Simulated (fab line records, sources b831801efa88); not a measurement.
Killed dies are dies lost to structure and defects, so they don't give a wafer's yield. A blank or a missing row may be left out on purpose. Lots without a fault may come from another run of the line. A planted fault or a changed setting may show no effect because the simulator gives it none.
Chamber matching | flow sky130 | SKY_VIA2_CMP_24 on cmp-01: 4 sister chambers
The step polishes, stops on SiO2, t overpolish 20 s, target thk 0 nm. 20 wafers are shown with their chamber, then 10 later ones without.

WAFERS WITH THEIR CHAMBER
wafer  | chamber | motor_current_A (A) | time_to_endpoint_s (s) | overpolish_run_s (s)
L075.2 | 2       | 13.1                | 99                     | 19.998
L075.3 | 0       | 10.4                | 106                    | 19.995
L075.4 | 3       | 14.3                | 104                    | 20.002
L080.2 | 2       | 12.5                | 91                     | 19.972
L080.4 | 3       | 13.2                | 101                    | 19.996
L080.6 | 3       | 14.0                | 98                     | 19.995
L081.2 | 2       | 13.0                | 94                     | 19.993
L081.3 | 3       | 13.6                | 101                    | 19.999
L081.4 | 1       | 10.0                | 103                    | 20.016
L082.3 | 1       | 10.3                | 101                    | 20.010
L082.4 | 3       | 13.7                | 105                    | 20.002
L082.5 | 3       | 13.3                | 102                    | 20.010
L084.1 | 1       | 10.2                | 96                     | 20.005
L084.2 | 2       | 12.1                | 98                     | 19.993
L084.5 | 1       | 10.2                | 95                     | 19.999
L085.1 | 0       | 10.0                | 105                    | 20.000
L085.3 | 2       | 12.8                | 97                     | 20.007
L085.6 | 1       | 9.9                 | 98                     | 20.011
L087.2 | 3       | 13.1                | 102                    | 20.007
L087.3 | 0       | 10.0                | 100                    | 20.006

SIGNATURES (means of the wafers above)
reading            | chamber 0 | chamber 1 | chamber 2 | chamber 3 | scatter within a chamber
motor_current_A    | 10.133    | 10.120    | 12.700    | 13.600    | 0.357
time_to_endpoint_s | 103.67    | 98.60     | 95.80     | 101.86    | 2.95
overpolish_run_s   | 20.00033  | 20.00820  | 19.99260  | 20.00157  | 0.00818
Rule: a wafer's distance from a chamber is the root of the sum, over the readings, of the square of ((its reading less the chamber's mean) divided by the reading's scatter). The wafer belongs to the nearest chamber; if the next one is less than 2 further off, it can't be placed. The scatter: the root of (the sum of the squares of (reading less its chamber's mean) over the shown wafers, divided by (wafers less chambers)).

WAFERS WITHOUT THEIR CHAMBER
wafer  | motor_current_A (A) | time_to_endpoint_s (s) | overpolish_run_s (s)
L087.5 | 9.9                 | 104                    | 20.006
L091.1 | 12.8                | 95                     | 19.998
L091.2 | 12.8                | 102                    | 20.009
L091.6 | 12.4                | 94                     | 20.001
L093.2 | 13.4                | 99                     | 19.996
L093.3 | 9.8                 | 103                    | 20.000
L093.4 | 12.4                | 100                    | 20.013
L096.1 | 13.6                | 97                     | 20.012
L096.4 | 10.0                | 100                    | 19.995
L096.5 | 13.7                | 97                     | 19.987

WHICH CHAMBER EACH WENT THROUGH
wafer  | from the rows above     | in truth
L087.5 | can't be placed: 0 or 1 | 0
L091.1 | 2                       | 2
L091.2 | can't be placed: 3 or 2 | 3
L091.6 | 2                       | 2
L093.2 | can't be placed: 3 or 2 | 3
L093.3 | can't be placed: 0 or 1 | 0
L093.4 | can't be placed: 2 or 3 | 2
L096.1 | can't be placed: 3 or 2 | 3
L096.4 | can't be placed: 0 or 1 | 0
L096.5 | can't be placed: 3 or 2 | 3
Placed correctly: 2 of 10. Can't be placed from these rows: 8 (the true chamber is among the candidates in 8). Placed wrongly: 0.
